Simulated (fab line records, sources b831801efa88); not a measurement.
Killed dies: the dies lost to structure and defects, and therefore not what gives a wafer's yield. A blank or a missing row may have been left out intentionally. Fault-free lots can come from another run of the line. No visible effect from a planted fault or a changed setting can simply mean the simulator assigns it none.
Which tool did it? || flow gf180mcu || Sampling: 13 lots, 39 wafers, 3 of 602 route steps

WHAT THE GAUGES READ, wafer by wafer
GF_HV_LDD_TW_MEAS_23.
{"lot": "L231", "measured": "day 10 20:35", "on": "film metro-03", "HV_LDD_2_TW": "1049 1052 1052"}
{"lot": "L233", "measured": "day 11 10:25", "on": "film metro-03", "HV_LDD_2_TW": "1054 1056 1054"}
{"lot": "L234", "measured": "day 11 16:21", "on": "film metro-01", "HV_LDD_2_TW": "1037 1031 1034"}
{"lot": "L235", "measured": "day 12 03:31", "on": "film metro-01", "HV_LDD_2_TW": "1030 1028 1027"}
{"lot": "L236", "measured": "day 12 10:19", "on": "film metro-03", "HV_LDD_2_TW": "1052 1053 1053"}
{"lot": "L237", "measured": "day 12 14:41", "on": "film metro-03", "HV_LDD_2_TW": "1051 1057 1057"}
{"lot": "L239", "measured": "day 13 10:52", "on": "film metro-03", "HV_LDD_2_TW": "1062 1050 1055"}
{"lot": "L242", "measured": "day 14 10:55", "on": "film metro-04", "HV_LDD_2_TW": "1059 1062 1061"}
{"lot": "L243", "measured": "day 14 17:28", "on": "film metro-04", "HV_LDD_2_TW": "996 993 1002"}
{"lot": "L245", "measured": "day 15 03:49", "on": "film metro-04", "HV_LDD_2_TW": "992 1000 997"}
{"lot": "L251", "measured": "day 17 06:22", "on": "film metro-04", "HV_LDD_2_TW": "1058 1064 1054"}
{"lot": "L252", "measured": "day 17 15:45", "on": "film metro-01", "HV_LDD_2_TW": "1036 1033 1032"}
{"lot": "L254", "measured": "day 18 06:46", "on": "film metro-01", "HV_LDD_2_TW": "1038 1039 1036"}

GF_M1_OVL_MEAS_15.
{"lot": "L231", "measured": "day 17 06:16", "on": "overlay-02", "M1_OVL (nm)": "-4 2 6"}
{"lot": "L233", "measured": "day 18 00:28", "on": "overlay-02", "M1_OVL (nm)": "3 10 -5"}
{"lot": "L234", "measured": "day 18 08:04", "on": "overlay-01", "M1_OVL (nm)": "-5 -4 -5"}
{"lot": "L235", "measured": "day 18 19:54", "on": "overlay-02", "M1_OVL (nm)": "-2 -13 1"}
{"lot": "L236", "measured": "day 19 05:09", "on": "overlay-02", "M1_OVL (nm)": "-7 -3 -2"}
{"lot": "L237", "measured": "day 19 10:46", "on": "overlay-02", "M1_OVL (nm)": "1 -2 5"}
{"lot": "L239", "measured": "day 20 12:36", "on": "overlay-01", "M1_OVL (nm)": "4 -7 -2"}
{"lot": "L242", "measured": "day 21 14:46", "on": "overlay-01", "M1_OVL (nm)": "-3 -5 -6"}
{"lot": "L243", "measured": "day 21 20:34", "on": "overlay-01", "M1_OVL (nm)": "-4 1 -2"}
{"lot": "L245", "measured": "day 22 09:02", "on": "overlay-02", "M1_OVL (nm)": "-1 -8 -4"}
{"lot": "L251", "measured": "day 24 11:49", "on": "overlay-01", "M1_OVL (nm)": "-8 -4 0"}
{"lot": "L252", "measured": "day 24 22:01", "on": "overlay-02", "M1_OVL (nm)": "2 -1 -2"}
{"lot": "L254", "measured": "day 25 10:36", "on": "overlay-01", "M1_OVL (nm)": "-14 -10 -11"}

TOOL THAT RAN EACH LOT (tool first, then ch and the chambers of the sampled wafers, then the start)
{"lot": "L231", "GF_HV_LDD_IMPLANT_21": "implanter-02 ch 0, day 10 20:23"}
{"lot": "L233", "GF_HV_LDD_IMPLANT_21": "implanter-02 ch 0, day 11 10:11"}
{"lot": "L234", "GF_HV_LDD_IMPLANT_21": "implanter-04 ch 0, day 11 16:06"}
{"lot": "L235", "GF_HV_LDD_IMPLANT_21": "implanter-03 ch 0, day 12 03:16"}
{"lot": "L236", "GF_HV_LDD_IMPLANT_21": "implanter-02 ch 0, day 12 10:04"}
{"lot": "L237", "GF_HV_LDD_IMPLANT_21": "implanter-03 ch 0, day 12 14:26"}
{"lot": "L239", "GF_HV_LDD_IMPLANT_21": "implanter-03 ch 0, day 13 10:38"}
{"lot": "L242", "GF_HV_LDD_IMPLANT_21": "implanter-04 ch 0, day 14 10:41"}
{"lot": "L243", "GF_HV_LDD_IMPLANT_21": "implanter-03 ch 0, day 14 17:15"}
{"lot": "L245", "GF_HV_LDD_IMPLANT_21": "implanter-03 ch 0, day 15 03:37"}
{"lot": "L251", "GF_HV_LDD_IMPLANT_21": "implanter-02 ch 0, day 17 06:08"}
{"lot": "L252", "GF_HV_LDD_IMPLANT_21": "implanter-02 ch 0, day 17 15:30"}
{"lot": "L254", "GF_HV_LDD_IMPLANT_21": "implanter-03 ch 0, day 18 06:32"}
- GF_HV_LDD_IMPLANT_21

WHAT THE TOOLS THEMSELVES READ (means of the sampled wafers that have a number; where no wafer has one, the mark that the record gives instead)
GF_HV_LDD_IMPLANT_21.
{"lot": "L231", "tool": "implanter-02", "beam on s (s)": 9.90, "faraday current uA": 285}
{"lot": "L233", "tool": "implanter-02", "beam on s (s)": 10.01, "faraday current uA": 282}
{"lot": "L234", "tool": "implanter-04", "beam on s (s)": 9.98, "faraday current uA": 282}
{"lot": "L235", "tool": "implanter-03", "beam on s (s)": 10.20, "faraday current uA": 276}
{"lot": "L236", "tool": "implanter-02", "beam on s (s)": 10.07, "faraday current uA": 280}
{"lot": "L237", "tool": "implanter-03", "beam on s (s)": 10.06, "faraday current uA": 280}
{"lot": "L239", "tool": "implanter-03", "beam on s (s)": 10.03, "faraday current uA": 281}
{"lot": "L242", "tool": "implanter-04", "beam on s (s)": 10.11, "faraday current uA": 279}
{"lot": "L243", "tool": "implanter-03", "beam on s (s)": 8.12, "faraday current uA": 347}
{"lot": "L245", "tool": "implanter-03", "beam on s (s)": 8.19, "faraday current uA": 344}
{"lot": "L251", "tool": "implanter-02", "beam on s (s)": 10.05, "faraday current uA": 280}
{"lot": "L252", "tool": "implanter-02", "beam on s (s)": 10.06, "faraday current uA": 280}
{"lot": "L254", "tool": "implanter-03", "beam on s (s)": 9.92, "faraday current uA": 285}

THE ANSWER, worked out from the rows above alone
Rule: the usual values come from the lots themselves. Put in order of their means at a reading, lots are off if they are a third of the lots or fewer, leave a main group of 4 or more, and stand apart from it by a gap of 3 or more times the standard deviation of the main group's means; of several such gaps the widest counts. A main group is skipped when, at the precision printed for the reading in the tables above, its means are all equal. Also off: a lot with no number at a reading for which 4 or more lots have one. Any other lot the step has rows for is counted as sound. Order of review: gauges by route order, followed by the tools' own readings, for which a lot's mean as printed above is used. The first step at which some lot is off is used, and at that step the reading that is off furthest; a lot without a number counts as furthest.
Off at GF_HV_LDD_IMPLANT_21 (faraday current uA): L243, L245. For the main group the mean is 281 and the standard deviation 2.5.
If a tool, at that step or one of the process steps before it, ran each lot that is off and ran no sound lot following the first of them, it fits. No candidate that was tried fits.

WHAT THE SIMULATOR HAD PUT IN
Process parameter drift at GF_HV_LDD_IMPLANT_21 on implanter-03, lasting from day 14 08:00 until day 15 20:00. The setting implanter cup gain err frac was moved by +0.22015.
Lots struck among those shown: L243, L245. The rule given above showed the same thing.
